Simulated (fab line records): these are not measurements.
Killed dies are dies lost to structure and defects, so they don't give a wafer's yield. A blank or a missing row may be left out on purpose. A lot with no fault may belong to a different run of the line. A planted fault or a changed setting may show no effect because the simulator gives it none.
The same fault as seen by 2 desks :: flow sky130 :: what lay behind the numbers comes last; until then each desk has only its own

## TOOL OWNER'S DESK, pvd-sputter-02
The tool's own readings at SKY_METAL2_SPUTTER_02 (material AlCu, target thk 250 nm, time 13.3 s): means of the sampled wafers that have a number, for each lot that ran on this tool. The brackets show how far a lot's mean lies from the usual mean; more than 4 standard deviations puts the lot out of limits, marked OUT.
Columns: A = chamber-pressure-pa at SKY_METAL2_SPUTTER_02, usual 0.4000 Pa; B = throttle-valve-pct at SKY_METAL2_SPUTTER_02, usual 30.3 %
lot: L105
first seen here: day 33 18:38
A: 0.3998
B: 30.3

lot: L106
first seen here: day 34 13:55
A: 0.3998
B: 30.5

lot: L110
first seen here: day 35 21:58
A: 0.3997
B: 31.5

lot: L112
first seen here: day 36 05:04
A: 0.3998
B: 30.6

lot: L113
first seen here: day 37 01:11
A: 0.3994
B: 30.6

lot: L114
first seen here: day 37 05:08
A: 0.4006
B: 29.4

lot: L122
first seen here: day 40 19:41
A: 0.3998
B: 31.7

lot: L125
first seen here: day 40 19:59
A: 0.3997
B: 31.5

lot: L127
first seen here: day 40 21:53
A: 0.4004
B: 30.5

lot: L126
first seen here: day 41 00:59
A: 0.4001
B: 31.4
This desk found nothing out of limits on any of the 10 lots.

## AT THE METROLOGY DESK
What the gauges read for every lot (on any tool): the sampled wafers with a number, averaged. The brackets show how far a lot's mean lies from the usual mean; more than 4 standard deviations puts the lot out of limits, marked OUT.
Columns: A = LI_CONTACT_W_RS at SKY_LI_CONTACT_RS_MEAS_22, usual 0.283 ohm/sq; B = METAL2_ALCU_RS at SKY_METAL2_RS_MEAS_05, usual 0.1270 ohm/sq; C = METAL2_ALCU_THK at SKY_METAL2_THK_MEAS_06, usual 250 nm
lot: L104
first seen here: day 28 20:32
A: 0.282
B: 0.1268
C: 251

lot: L105
first seen here: day 28 23:58
A: 0.283
B: 0.1265
C: 250

lot: L106
first seen here: day 29 18:56
A: 0.280
B: 0.1271
C: 251

lot: L107
first seen here: day 30 02:38
A: 0.279
B: 0.1269
C: 249

lot: L108
first seen here: day 30 07:46
A: 0.285
B: 0.1277
C: 246

lot: L110
first seen here: day 31 04:14
A: 0.282
B: 0.1263
C: 250

lot: L112
first seen here: day 31 11:58
A: 0.282
B: 0.1246
C: 252

lot: L113
first seen here: day 32 09:08
A: 0.280
B: 0.1232
C: 261

lot: L114
first seen here: day 32 11:44
A: 0.286
B: 0.1147 (-7.7) OUT
C: 275 (+7.9) OUT

lot: L122
first seen here: day 36 05:55
A: 0.282
B: 0.1259
C: 253

lot: L125
first seen here: day 36 06:46
A: 0.285
B: 0.1272
C: 252

lot: L124
first seen here: day 36 07:59
A: 0.282
B: 0.1276
C: 246

lot: L127
first seen here: day 36 09:37
A: 0.285
B: 0.1296
C: 248

lot: L126
first seen here: day 36 13:23
A: 0.281
B: 0.1283
C: 248
This desk's finding: out of limits on L114; first on L114, day 37 05:15 (METAL2_ALCU_RS at SKY_METAL2_RS_MEAS_05). L104, L105, L106, L107, L108, L110, L112, L113, L122, L125, L124, L127, L126: within limits.

## ALL TOGETHER
L114 would have let the metrology desk raise an alarm at day 37 05:15.
The tool owner's desk saw nothing out of limits.
On record at the tool owner's desk: L114, within its limits.
On pvd-sputter-02, each named lot ran SKY_METAL2_SPUTTER_02.

## WHAT THE SIMULATOR HAD PUT IN
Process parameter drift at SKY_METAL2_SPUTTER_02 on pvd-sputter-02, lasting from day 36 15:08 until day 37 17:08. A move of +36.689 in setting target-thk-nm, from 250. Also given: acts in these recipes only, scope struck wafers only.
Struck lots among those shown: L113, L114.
Per desk, hours elapsed from the start of the fault to the first reading out of limits: for the metrology desk, 14.
